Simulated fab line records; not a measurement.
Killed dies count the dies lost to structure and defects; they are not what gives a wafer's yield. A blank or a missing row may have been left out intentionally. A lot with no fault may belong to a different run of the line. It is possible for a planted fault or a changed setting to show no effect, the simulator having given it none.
Chamber matching	flow sky130	4 sister chambers for SKY_POLY_GATE_ETCH_17 on rieSi-02
The step etches poly-Si in HBr/Cl2, stops on SiO2, target depth 180 nm, time 70.5 s. 8 wafers are shown with their chamber, then 7 later ones without.

## WAFERS WITH THEIR CHAMBER
wafer	chamber	drypumpMotorCurrentA (A)	heBacksideLeakSccm (sccm)
L164.5	1	5.0	2.46
L164.6	2	5.1	3.02
L169.6	3	5.3	2.63
L171.1	2	5.1	2.84
L171.2	0	5.8	2.48
L171.6	3	5.3	2.86
L179.1	0	5.7	2.73
L179.4	1	5.0	2.46

## WAFERS WHOSE CHAMBER IS MISSING
wafer	drypumpMotorCurrentA (A)	heBacksideLeakSccm (sccm)
L179.5	5.7	2.68
L181.1	5.8	2.52
L181.3	5.0	2.49
L181.5	5.8	2.46
L182.1	4.9	2.58
L182.2	5.3	2.75
L182.3	5.8	2.63

## WHICH CHAMBER EACH ONE RAN IN
wafer	from the rows above	in truth
L179.5	0	0
L181.1	0	0
L181.3	1	1
L181.5	0	0
L182.1	1	1
L182.2	3	3
L182.3	0	0
Placed correctly: 7 of 7. Not placeable from these rows: 0. Placed wrongly: 0.
How it was worked out, from the rows above alone: a wafer's distance from a chamber is the root of the sum, over the readings, of the square of ((its reading less the chamber's mean) divided by the reading's scatter). If the next closest chamber is less than 2 further off than the closest, the wafer can't be placed; otherwise it belongs to the closest. Each chamber's mean is taken over the wafers shown for it. The scatter: the root of (the sum of the squares of (reading less its chamber's mean) over the shown wafers, divided by (wafers less chambers)).
